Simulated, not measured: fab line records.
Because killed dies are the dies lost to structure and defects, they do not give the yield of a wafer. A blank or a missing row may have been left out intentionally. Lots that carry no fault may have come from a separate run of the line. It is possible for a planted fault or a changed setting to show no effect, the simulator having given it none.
fab line records | flow sky130
record: lots: 6 wafers: 18 last-day: 50
route steps=708 shown METAL1@441 PAD_OPEN@708
lots with no fault: from the same line, run without faults
start-h: the number of hours between the record's first day and the start of the first shown wafer of the lot | wait-h: hours from the lot's prior step to this one | " identical to the entry in the row above | L1.1+2: one row covering several wafers at once | - either no value or no given start | * or withheld: withheld | < > ~ a bound
route shown NAME@n: a module of which the file shows steps, and the number in the route of the first | usual: the fault-free wafers' mean and standard deviation | same: alike in all rows | chamber/n: place in a boat | sites: per-site readings | _std_site: standard deviation across them | _edge_site: mean of outer sites minus mean of inner sites | radius-mm: for every site, how far away it sits from the centre of the wafer | mask NAME#n: copy n | behind: tool/chamber where the wafer was last shaped | hold: cause of the lot's hold/its duration in hours/its outcome | device: names the non-switching transistor (n, p or np) | end of line: the tests these same wafers got at the end of their route | a step given without rows: its recipe and nothing more | killed: not the wafer's yield, but the dies lost to structure and defects at the first sort | map: per-die view of a wafer (x killed, . not killed, _ where there is no die)
set.NAME: the setting as run; set.NAME@STEP: as run at that earlier step | model.NAME: the simulator's own value behind a step, which no gauge read
lots seen at some steps along the route; tables by step, rows by wafer
services: a tool's chamber out of use, with start hour (start-h, from the record's first day; less than 0 if before it), hours out, and reason
== steps ==
step: SKY_METAL1_DEHYDRATE_07
recipe: temp-c: 200 time-s: 60
step: SKY_METAL1_HMDS_08
recipe: prime-time-s: 60 prime-temp-c: 120
step: SKY_METAL1_COAT_09
recipe: resist: BARC temp-c: withheld time-s: withheld spin-rpm: 3000 resist-thk-nm: 60
step: SKY_METAL1_COAT_10
recipe: resist: KrF-thick spin-rpm: 3000 resist-thk-nm: 450
step: SKY_METAL1_SOFTBAKE_11
recipe: temp-c: 100 time-s: 90 resist: KrF-thick
step: SKY_METAL1_EXPOSE_12
recipe: mask-id: MM1 na: 0.8 source-shape: annular sigma-inner: 0.55 sigma-outer: 0.85 target-cd-nm: 140 dose-mj: 28
step: SKY_METAL1_PEB_13
recipe: peb-temp-c: withheld peb-time-s: withheld resist: KrF-thick
step: SKY_METAL1_DEVELOP_14
recipe: develop-time-s: 60 resist: KrF-thick dev-temp-c: 21
step: SKY_METAL1_CD_MEAS_15
recipe: target-cd-nm: 140
usual: cd-nm: 139.6/1.3
columns lot.wafer tool chamber start-h wait-h cd-nm
L800.2 cd-sem-02 - 795.54 - 140.5
L800.4 " - " " 139.7
L800.6 " - " " 140.7
L811.2 cd-sem-02 - 862.18 - 141.5
L811.3 " - " " 141.7
L811.4 " - " " 142.4
L813.1 cd-sem-01 - 863.47 - 140.4
L813.2 " - " " 141.4
L813.5 " - " " 141.2
L815.3 cd-sem-02 - 887.86 - 139.6
L815.4 " - " " 141.0
L815.6 " - " " 139.0
L818.2 cd-sem-02 - 890.44 - 141.1
L818.5 " - " " 140.2
L818.6 " - " " 141.9
L820.1 cd-sem-01 - 921.88 - 140.1
L820.3 " - " " 141.2
L820.6 " - " " 141.0
step: SKY_METAL1_OVL_MEAS_16
usual: METAL1_OVL: 0/5.1
columns lot.wafer tool chamber start-h wait-h METAL1_OVL[nm]
L800.2 overlay-01 - 795.65 0.1 5
L800.4 " - " " 6
L800.6 " - " " 10
L811.2 overlay-01 - 862.29 0.1 -4
L811.3 " - " " 2
L811.4 " - " " 2
L813.1 overlay-01 - 863.59 0.1 -3
L813.2 " - " " -4
L813.5 " - " " -5
L815.3 overlay-02 - 887.96 0.1 -5
L815.4 " - " " -7
L815.6 " - " " -10
L818.2 overlay-01 - 890.55 0.1 1
L818.5 " - " " -6
L818.6 " - " " 1
L820.1 overlay-02 - 922.00 0.1 -2
L820.3 " - " " 3
L820.6 " - " " 3
step: SKY_METAL1_DESCUM_17
recipe: chemistry: O2 source-power-w: 150 bias-power-w: 0 pressure-mtorr: 10 temp-c: 40 time-s: 8
usual: drypump-motor-current-A: 5.90/0.22 oes-product-au: 0.999/0.013
columns lot.wafer tool chamber start-h wait-h drypump-motor-current-A oes-product-au rf-hours-counter-h
L800.2 rie-metal-02 1 795.68 0.0 6.04 0.992 8
L800.4 " 1 " " 6.07 0.984 -
L800.6 " 1 " " 6.07 0.986 -
L811.2 rie-metal-03 1 862.32 0.0 5.96 0.992 13
L811.3 " 0 " " 5.48 1.015 -
L811.4 " 1 " " 5.97 1.006 -
L813.1 rie-metal-03 0 863.63 0.0 5.51 1.032 14
L813.2 " 1 " " 5.99 1.000 13
L813.5 " 1 " " 5.97 1.014 -
L815.3 rie-metal-02 0 887.99 0.0 5.85 0.994 -
L815.4 " 1 " " 6.15 0.989 -
L815.6 " 1 " " 6.11 0.977 -
L818.2 rie-metal-01 0 890.58 0.0 6.28 1.010 11
L818.5 " 0 " " 6.24 1.006 -
L818.6 " 1 " " 5.95 1.009 -
L820.1 rie-metal-03 0 922.04 0.0 5.50 1.024 16
L820.3 " 1 " " 5.97 0.997 -
L820.6 " 1 " " 5.97 1.003 -
step: SKY_METAL1_ETCH_18
recipe: chemistry: N2/H2 target: BARC ion-energy-ev: 200 bias-w: 100 pressure-mtorr: 30 n2-flow-sccm: 100 h2-flow-sccm: 200 icp-w: 500 stop-on: SiO2 time-s: 45.9 target-depth-a: 600
usual: drypump-motor-current-A: 5.90/0.22 oes-product-au: 0.855/0.0049 throttle-valve-pct: 13.225/0.0084
columns lot.wafer tool chamber start-h wait-h drypump-motor-current-A oes-product-au rf-hours-counter-h throttle-valve-pct
L800.2 rie-metal-02 1 795.71 0.0 6.05 0.854 8 13.224
L800.4 " 1 " " 6.03 0.862 - 13.226
L800.6 " 1 " " 6.06 0.850 - 13.220
L811.2 rie-metal-03 1 862.35 0.0 5.97 0.848 13 13.211
L811.3 " 0 " " 5.52 0.857 - 13.234
L811.4 " 1 " " 5.98 0.856 - 13.222
L813.1 rie-metal-03 0 863.66 0.0 5.51 0.864 14 13.223
L813.2 " 1 " " 5.97 0.852 13 13.213
L813.5 " 1 " " 6.00 0.855 - 13.214
L815.3 rie-metal-02 0 888.03 0.0 5.85 0.858 - 13.220
L815.4 " 1 " " 6.13 0.862 - 13.223
L815.6 " 1 " " 6.07 0.853 - 13.223
L818.2 rie-metal-01 0 890.61 0.0 6.28 0.857 11 13.228
L818.5 " 0 " " 6.25 0.851 - 13.215
L818.6 " 1 " " 5.95 0.856 - 13.237
L820.1 rie-metal-03 0 922.07 0.0 5.53 0.854 16 13.231
L820.3 " 1 " " 5.99 0.854 - 13.218
L820.6 " 1 " " 5.98 0.860 - 13.223
step: SKY_METAL1_METAL_ETCH_19
recipe: target-depth-a: 3600 stop-on: SiO2 over-etch-frac: 0.3 time-s: 78 chemistry: Cl2/BCl3 resist-sidewall-deg: 88 pressure-mtorr: 10 icp-w: 900 bias-w: 48.5 Cl2_flow_sccm: 60 bcl3-flow-sccm: 30
usual: drypump-motor-current-A: 5.90/0.22 oes-product-au: 0.857/0.0053 throttle-valve-pct: 22.264/0.0084
same: over-etch-frac: 0.3
columns lot.wafer tool chamber start-h wait-h drypump-motor-current-A oes-product-au rf-hours-counter-h throttle-valve-pct model.KrF-thick_of_METAL1_COAT_10.thk-nm model.METAL1.feature-depth-nm model.etch.depth-nm
L800.2 rie-metal-02 1 795.77 0.0 6.06 0.848 8 22.260 164 358.6 358.6
L800.4 " 1 " " 6.01 0.853 - 22.264 164.3 363.8 363.8
L800.6 " 1 " " 6.03 0.853 - 22.263 166.4 360.3 360.3
L811.2 rie-metal-03 1 862.41 0.0 5.97 0.785 13 22.262 239.7 303.6 303.6
L811.3 " 0 " " 5.51 0.796 - 22.278 234.5 315.4 315.4
L811.4 " 1 " " 5.97 0.791 - 22.259 239.7 306.5 306.5
L813.1 rie-metal-03 0 863.72 0.0 5.48 0.806 14 22.254 233.8 316.5 316.5
L813.2 " 1 " " 5.97 0.784 13 22.263 241.1 305.8 305.8
L813.5 " 1 " " 5.95 0.790 - 22.259 238.1 307.7 307.7
L815.3 rie-metal-02 0 888.10 0.1 5.88 0.853 - 22.269 159.3 363.7 363.7
L815.4 " 1 " " 6.09 0.855 - 22.275 166.6 359.5 359.5
L815.6 " 1 " " 6.07 0.862 - 22.272 167.2 361.5 361.5
L818.2 rie-metal-01 0 890.67 0.0 6.28 0.849 11 22.274 157.7 361.2 361.2
L818.5 " 0 " " 6.29 0.859 - 22.255 158.2 361.8 361.8
L818.6 " 1 " " 5.95 0.847 - 22.261 156.8 360 360
L820.1 rie-metal-03 0 922.13 0.0 5.47 0.861 16 22.258 145.8 364.7 364.7
L820.3 " 1 " " 5.97 0.857 - 22.274 159.4 361.2 361.2
L820.6 " 1 " " 5.98 0.865 - 22.258 155.7 366.1 366.1
step: SKY_METAL1_STRIP_20
recipe: chemistry: O2/N2 power-w: 1400 pressure-mtorr: 1500 platen-temp-c: withheld o2-flow-sccm: 3000 n2-flow-sccm: 300 overash-fraction: 0.5
usual: drypump-motor-current-A: 5.8/0.32 oes-product-au: 0.343/0.0057 strip-time-to-endpoint-s: 2.70/0.064
columns lot.wafer tool chamber start-h wait-h drypump-motor-current-A oes-product-au rf-hours-counter-h strip-time-to-endpoint-s
L800.2 plasma-asher-04 1 795.86 0.1 6.0 0.354 5 2.76
L800.4 " 0 " " 5.6 0.357 - 2.76
L800.6 " 0 " " 5.6 0.341 - 2.76
L811.2 plasma-asher-02 1 862.50 0.1 6.2 0.376 104 3.57
L811.3 " 1 " " 6.2 0.378 - 3.53
L811.4 " 0 " " 5.3 0.384 - 3.57
L813.1 plasma-asher-02 1 863.81 0.1 6.2 0.380 104 3.51
L813.2 " 0 " " 5.3 0.379 104 3.58
L813.5 " 0 " " 5.3 0.372 - 3.56
L815.3 plasma-asher-04 1 888.20 0.1 6.0 0.342 - 2.69
L815.4 " 0 " " 5.6 0.347 - 2.78
L815.6 " 0 " " 5.6 0.346 - 2.78
L818.2 plasma-asher-02 1 890.76 0.1 6.2 0.334 107 2.67
L818.5 " 1 " " 6.2 0.343 - 2.70
L818.6 " 0 " " 5.3 0.342 - 2.68
L820.1 plasma-asher-04 1 922.22 0.1 6.0 0.337 18 2.56
L820.3 " 0 " " 5.6 0.346 - 2.70
L820.6 " 1 " " 6.0 0.339 - 2.66
step: SKY_METAL1_STRIP_21
recipe: chemistry: post-etch-residue-remover time-s: 1200 temp-c: 72.5
step: SKY_PAD_OPEN_PROBE_99
usual: defect-limited-yield: 83.0/1.8 killed_at_M0_to_M3: 42/6.6 killed_at_M4_up: 3.0/1.7 killed-at-contacts: 24/5.3 killed-at-front-end: 15/4.5 killed-at-other: 0.2/0.49 killed-dies: 83/9 killed-on-rim: 16/4 killed-open: 45/6.9 killed-short: 38/5.8 sort_bin_3_pad_short: 0.8/0.4 sort_bin_5_function: 10.0/1.5 sort_bin_6_memory: 6.1/1.1 sort-n-pass: 409/9 sort-yield-pct: 83.0/1.8
same: gross-dies: 492 killed-at-back-side: 0 sort_bin_4_leakage[%]: 0 sort_bin_8_speed[%]: 0
columns lot.wafer tool chamber start-h wait-h defect-limited-yield[%] killed_at_M0_to_M3 killed_at_M4_up killed-at-contacts killed-at-front-end killed-at-other killed-dies killed-on-rim killed-open killed-short sort_bin_3_pad_short[%] sort_bin_5_function[%] sort_bin_6_memory[%] sort-n-pass sort-yield-pct[%]
L811.2 prober-02 - 1151.66 0.1 0 451 2 18 21 0 492 96 47 47 1.8 93.5 4.7 0 0
L811.3 prober-02 - 1151.71 0.2 0 454 7 20 11 0 492 96 54 34 0.4 92.7 6.9 0 0
L811.4 prober-02 - 1151.76 0.2 0 455 1 19 17 0 492 96 57 34 1.4 91.1 7.5 0 0
L813.1 prober-02 - 1156.50 0.1 0 466 4 12 9 1 492 96 36 34 1.0 93.1 5.9 0 0
L813.2 prober-02 - 1156.55 0.1 0 458 2 17 15 0 492 96 38 34 0.8 92.9 6.3 0 0
L813.5 prober-02 - 1156.70 0.2 0 452 5 20 15 0 492 96 36 38 1.4 93.1 5.5 0 0
L815.3 prober-02 - 1168.19 0.2 80.9 51 3 18 21 1 94 19 51 42 1.0 10.8 7.3 398 80.9
L815.4 prober-02 - 1168.24 0.2 82.3 47 3 23 14 0 87 22 39 47 1.6 12.0 4.1 405 82.3
L815.6 prober-02 - 1168.34 0.2 78.3 57 5 21 24 0 107 22 61 43 0.6 13.8 7.3 385 78.3
L820.1 prober-01 - 1196.87 0.1 80.1 48 2 26 22 0 98 19 62 36 1.2 10.6 8.1 394 80.1
L820.3 prober-01 - 1196.97 0.2 85.6 43 3 12 13 0 71 10 41 30 0.2 10.2 4.1 421 85.6
L820.6 prober-01 - 1197.12 0.2 85.2 39 1 21 12 0 73 16 43 30 1.0 8.9 4.9 419 85.2
killed by level:class
L811.2 METAL1:area-etch=398 VIA1:geometric-particle:open=11 FIELD_ISO:geometric-particle:short=9 CONTACT:geometric-particle:open=9 METAL1:geometric-particle:short=9 VIA2:geometric-particle:open=7 VIA3:geometric-particle:open=7 POLY_GATE:geometric-particle:short=6
L811.3 METAL1:area-etch=404 VIA1:geometric-particle:open=12 VIA3:geometric-particle:open=10 CONTACT:geometric-particle:open=7 VIA2:geometric-particle:open=7 VIA1:geometric-particle:short=5 POLY_GATE:geometric-particle:open=4 LOCAL_INTERCONNECT:geometric-particle:short=4
L811.4 METAL1:area-etch=401 VIA1:geometric-particle:open=17 CONTACT:geometric-particle:open=10 VIA2:geometric-particle:open=6 FIELD_ISO:geometric-particle:open=5 POLY_GATE:geometric-particle:short=5 METAL2:geometric-particle:short=5 VIA3:geometric-particle:open=4
L813.1 METAL1:area-etch=422 VIA1:geometric-particle:open=9 VIA3:geometric-particle:open=8 METAL2:geometric-particle:short=7 CONTACT:geometric-particle:open=4 METAL4:geometric-particle:short=4 VIA2:geometric-particle:open=4 VIA2:geometric-particle:short=4
L813.2 METAL1:area-etch=420 VIA1:geometric-particle:open=10 METAL2:geometric-particle:short=6 LI_CONTACT:geometric-particle:open=5 VIA1:geometric-particle:short=5 LI_CONTACT:geometric-particle:short=4 CONTACT:geometric-particle:short=4 VIA2:geometric-particle:open=4
L813.5 METAL1:area-etch=418 VIA1:geometric-particle:open=7 LOCAL_INTERCONNECT:geometric-particle:short=7 VIA2:geometric-particle:open=5 VIA2:geometric-particle:short=5 FIELD_ISO:geometric-particle:short=4 FIELD_ISO:geometric-particle:open=4 LI_CONTACT:geometric-particle:open=4
L815.3 VIA1:geometric-particle:open=15 FIELD_ISO:geometric-particle:short=9 CONTACT:geometric-particle:open=7 METAL2:geometric-particle:short=7 FIELD_ISO:geometric-particle:open=5 VIA1:geometric-particle:short=5 LI_CONTACT:geometric-particle:open=4 LOCAL_INTERCONNECT:geometric-particle:short=4
L815.4 CONTACT:geometric-particle:open=9 VIA3:geometric-particle:open=9 METAL2:geometric-particle:short=9 CONTACT:geometric-particle:short=8 METAL1:geometric-particle:short=7 VIA1:geometric-particle:open=5 FIELD_ISO:geometric-particle:short=4 VIA2:geometric-particle:open=4
L815.6 VIA1:geometric-particle:open=19 CONTACT:geometric-particle:open=11 FIELD_ISO:geometric-particle:short=9 VIA2:geometric-particle:open=8 VIA1:geometric-particle:short=8 POLY_GATE:geometric-particle:open=6 METAL2:geometric-particle:short=6 FIELD_ISO:geometric-particle:open=5
L820.1 VIA1:geometric-particle:open=15 CONTACT:geometric-particle:open=9 VIA2:geometric-particle:open=9 FIELD_ISO:geometric-particle:short=7 POLY_GATE:geometric-particle:open=6 CONTACT:geometric-particle:short=6 LI_CONTACT:geometric-particle:open=6 VIA3:geometric-particle:open=5
L820.3 VIA1:geometric-particle:open=9 VIA3:geometric-particle:open=7 CONTACT:geometric-particle:open=6 VIA2:geometric-particle:open=6 METAL1:geometric-particle:short=5 POLY_GATE:geometric-particle:open=4 FIELD_ISO:geometric-particle:short=3 METAL1:geometric-particle:open=3
L820.6 VIA1:geometric-particle:open=9 CONTACT:geometric-particle:open=8 VIA2:geometric-particle:open=7 VIA1:geometric-particle:short=6 LI_CONTACT:geometric-particle:short=5 FIELD_ISO:geometric-particle:open=4 VIA3:geometric-particle:open=4 VIA2:geometric-particle:short=4
map L811.2 (x killed, . not)
__________xxxxxxxxxx_________
________xxxxxxxxxxxxxx_______
______xxxxxxxxxxxxxxxxxx_____
_____xxxxxxxxxxxxxxxxxxxx____
____xxxxxxxxxxxxxxxxxxxxxx___
___xxxxxxxxxxxxxxxxxxxxxxxx__
__xxxxxxxxxxxxxxxxxxxxxxxxxx_
_xxxxxxxxxxxxxxxxxxxxxxxxxxxx
_xxxxxxxxxxxxxxxxxxxxxxxxxxxx
_xxxxxxxxxxxxxxxxxxxxxxxxxxxx
_xxxxxxxxxxxxxxxxxxxxxxxxxxxx
_xxxxxxxxxxxxxxxxxxxxxxxxxxxx
_xxxxxxxxxxxxxxxxxxxxxxxxxxxx
_xxxxxxxxxxxxxxxxxxxxxxxxxxxx
_xxxxxxxxxxxxxxxxxxxxxxxxxxxx
__xxxxxxxxxxxxxxxxxxxxxxxxxx_
___xxxxxxxxxxxxxxxxxxxxxxxx__
____xxxxxxxxxxxxxxxxxxxxxx___
_____xxxxxxxxxxxxxxxxxxxx____
______xxxxxxxxxxxxxxxxxx_____
________xxxxxxxxxxxxxx_______
__________xxxxxxxxxx_________
map L813.1 (x killed, . not)
__________xxxxxxxxxx_________
________xxxxxxxxxxxxxx_______
______xxxxxxxxxxxxxxxxxx_____
_____xxxxxxxxxxxxxxxxxxxx____
____xxxxxxxxxxxxxxxxxxxxxx___
___xxxxxxxxxxxxxxxxxxxxxxxx__
__xxxxxxxxxxxxxxxxxxxxxxxxxx_
_xxxxxxxxxxxxxxxxxxxxxxxxxxxx
_xxxxxxxxxxxxxxxxxxxxxxxxxxxx
_xxxxxxxxxxxxxxxxxxxxxxxxxxxx
_xxxxxxxxxxxxxxxxxxxxxxxxxxxx
_xxxxxxxxxxxxxxxxxxxxxxxxxxxx
_xxxxxxxxxxxxxxxxxxxxxxxxxxxx
_xxxxxxxxxxxxxxxxxxxxxxxxxxxx
_xxxxxxxxxxxxxxxxxxxxxxxxxxxx
__xxxxxxxxxxxxxxxxxxxxxxxxxx_
___xxxxxxxxxxxxxxxxxxxxxxxx__
____xxxxxxxxxxxxxxxxxxxxxx___
_____xxxxxxxxxxxxxxxxxxxx____
______xxxxxxxxxxxxxxxxxx_____
________xxxxxxxxxxxxxx_______
__________xxxxxxxxxx_________
== services ==
columns tool chamber start-h hours kind
plasma-asher-02 - 838.66 14.6 pm
plasma-asher-04 - 849.67 3.8 repair
rie-metal-02 - 856.19 4.3 pm
plasma-asher-04 - 899.54 2.0 repair
plasma-asher-02 - 913.32 2.1 repair
== key ==
first-sign: step: SKY_METAL1_METAL_ETCH_19 reading: oes-product-au direction: down sigmas: 12 usual: 0.857 struck: 0.792
effect: step: SKY_METAL1_STRIP_20 reading: strip-time-to-endpoint-s direction: up sigmas: 13 usual: * struck: *
effect: step: SKY_PAD_OPEN_PROBE_99 reading: killed_at_M0_to_M3 direction: up sigmas: 63 usual: 42 struck: 456
model-effect: step: SKY_METAL1_METAL_ETCH_19 value: KrF-thick_of_METAL1_COAT_10.thk-nm without: 155.2 struck: 237.8
more-kills-born-at: SKY_METAL1_METAL_ETCH_19@rie-metal-03: 2463
met-at SKY_METAL1_METAL_ETCH_19
struck-wafers L811.2,L811.3,L811.4,L813.1,L813.2,L813.5
later-rows-left-out L811.2,L811.3,L811.4,L813.1,L813.2,L813.5
fault: kind: process-parameter-drift tool: rie-metal-03 chamber: - onset-h: 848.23 steps: SKY_METAL1_METAL_ETCH_19 channel: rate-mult offset: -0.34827 shape: step end-h: 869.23
later-rows-left-out: the simulator's readings of these wafers behind a module that went badly wrong aren't trusted and aren't shown, but for the sort
